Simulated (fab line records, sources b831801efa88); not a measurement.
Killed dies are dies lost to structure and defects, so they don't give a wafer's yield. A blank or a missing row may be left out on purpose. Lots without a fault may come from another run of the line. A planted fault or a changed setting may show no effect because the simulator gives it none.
A struck lot beside a sound one | flow sky130 | 14 steps out of a route of 708
Sound: wafers L226.1, L226.3, L226.5. Struck: wafers L219.1, L219.4, L219.6. The cause comes at the end.
At each step with rows: each side's tool, then ch and its chambers, then its first start. Under that, the readings that differ: sound wafers | struck wafers | difference of the means | sigmas: that difference in standard deviations of wafers without a fault.
alike: readings whose means differ by less than 2 such deviations, and words and numbers that are the same on both sides. not compared: withheld readings, readings that some wafer has no value for, bounds like >300 that may hide the same value, and numbers for which the record gives no deviation and whose values overlap.
The two part at a step that has a row with sigmas, a row that says differs or no value, or rows on one side only. Numbers that don't overlap but have no deviation are shown without sigmas and don't part them. A reading that every wafer of one side lacks parts them only if that side has two wafers or more.

first, 4 steps without rows for these wafers: SKY_FIELD_ISO_SOFTBAKE_09 (time 90 s); SKY_FIELD_ISO_EXPOSE_10 (exposes mask FOM, target cd 150 nm); SKY_FIELD_ISO_PEB_11; SKY_FIELD_ISO_DEVELOP_12 (develop time 60 s).
SKY_FIELD_ISO_CD_MEAS_13: target cd 150 nm.
  sound on cd_sem-02, day 6 09:58; struck on cd_sem-02, day 4 19:31
  alike: cd_nm
SKY_FIELD_ISO_ETCH_14: etches BARC in N2/H2, stops on SiO2, time 45.9 s, target depth 60 nm.
  sound on rie_diel-03 ch 1,3, day 6 10:05; struck on rie_diel-03 ch 1,2,3, day 4 19:38
  alike: bias_w, chamber_pressure_mTorr, drypump_motor_current_A, oes_product_au, throttle_valve_pct
  not compared: rf_hours_counter_h
SKY_FIELD_ISO_ETCH_15: etches the open film in CHF3/O2, stops on Si, target depth 180 nm, time 72 s.
  sound on rie_diel-03 ch 1,3, day 6 10:08; struck on rie_diel-03 ch 1,2,3, day 4 19:41
  alike: O2_flow_sccm, bias_w, drypump_motor_current_A, oes_product_au, throttle_valve_pct
  not compared: rf_hours_counter_h
SKY_FIELD_ISO_STRIP_16: strips in O2/N2.
  sound on plasma_asher-01 ch 0,1, day 6 10:11; struck on plasma_asher-02 ch 0,1, day 4 19:44
  alike: drypump_motor_current_A, oes_product_au, strip_time_to_endpoint_s
  not compared: rf_hours_counter_h
SKY_FIELD_ISO_ETCH_17: etches Si in HBr/Cl2/O2, target depth 342 nm, time 97.7 s.
  sound on rie_si-02 ch 2,3, day 6 10:17; struck on rie_si-01 ch 0,2, day 4 19:50
  alike: HBr_flow_sccm, O2_flow_sccm, bias_w, drypump_motor_current_A, mfc_cl2_sccm, oes_product_au, throttle_valve_pct
  not compared: rf_hours_counter_h
then, 3 steps without rows for these wafers: SKY_FIELD_ISO_WET_ETCH_18 (etches Si3N4 in H3PO4, target depth 25 nm, time 286 s); SKY_FIELD_ISO_CLEAN_19 (cleans in SC1/SC2, time 150 s); SKY_FIELD_ISO_CLEAN_20 (cleans in dHF, time 20 s).
SKY_FIELD_ISO_WET_ETCH_21: etches SiO2 in dHF, target depth 20 nm, time 400 s.
  sound on wet_bench-04 ch 3, day 6 10:31; struck on wet_bench-02 ch 2, day 4 20:05
  no value came back on the struck wafers for bath_heat_duty_pct (%), run_length_s (s), temp_c (C); on the sound wafers bath_heat_duty_pct (%) reads 5.7 5.8 6.1
then, 1 step without rows for these wafers: SKY_FIELD_ISO_OXIDATION_22 (stabilise 600 s, purge 300 s, target thk 10 nm).

WHERE THEY PART
Only at SKY_FIELD_ISO_WET_ETCH_21, within this record.

WHY: what the simulator had put in
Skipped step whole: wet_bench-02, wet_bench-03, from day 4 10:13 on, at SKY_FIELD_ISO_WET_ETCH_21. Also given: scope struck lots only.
